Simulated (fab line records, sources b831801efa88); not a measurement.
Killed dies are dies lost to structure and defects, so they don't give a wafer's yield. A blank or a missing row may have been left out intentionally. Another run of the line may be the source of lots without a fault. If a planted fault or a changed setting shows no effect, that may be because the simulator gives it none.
Chamber matching	flow gf180mcu	GF_V1_CMP_26 on cmp-02 has 4 sister chambers
The step polishes, stops on SiO2, t overpolish 15 s, target thk 0 nm. 4 wafers are shown with their chamber, then 7 later ones without.

WAFERS PAIRED WITH THEIR CHAMBERS
wafer	chamber	motorCurrentA (A)
L625.5	2	14.8
L628.3	3	14.0
L631.1	0	13.4
L631.2	1	8.8

WAFERS MISSING THEIR CHAMBER
wafer	motorCurrentA (A)
L631.4	14.1
L633.1	13.0
L633.2	8.7
L633.4	15.0
L635.2	8.7
L635.3	13.6
L635.4	14.5

WHICH CHAMBER EACH WENT THROUGH
wafer	from the rows above	in truth
L631.4	3	3
L633.1	0	0
L633.2	1	1
L633.4	2	2
L635.2	1	1
L635.3	can't be placed: 0 or 3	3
L635.4	can't be placed: 2 or 3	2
Correct placement for 5 of the 7. Not placeable from these rows: 2 (in 2, the candidates include the true chamber). Number placed wrongly: 0.
How it was worked out, from the rows above alone: a wafer's distance from a chamber is the root of the sum, over the readings, of the square of ((its reading less the chamber's mean) divided by the reading's scatter). The wafer belongs to the nearest chamber; if the next one is less than 2 further off, it can't be placed. The mean given for a chamber averages the wafers shown for that chamber. The scatter: with one shown wafer a chamber, the root of the mean of the squares of how far each hidden wafer lies from its nearest shown one.
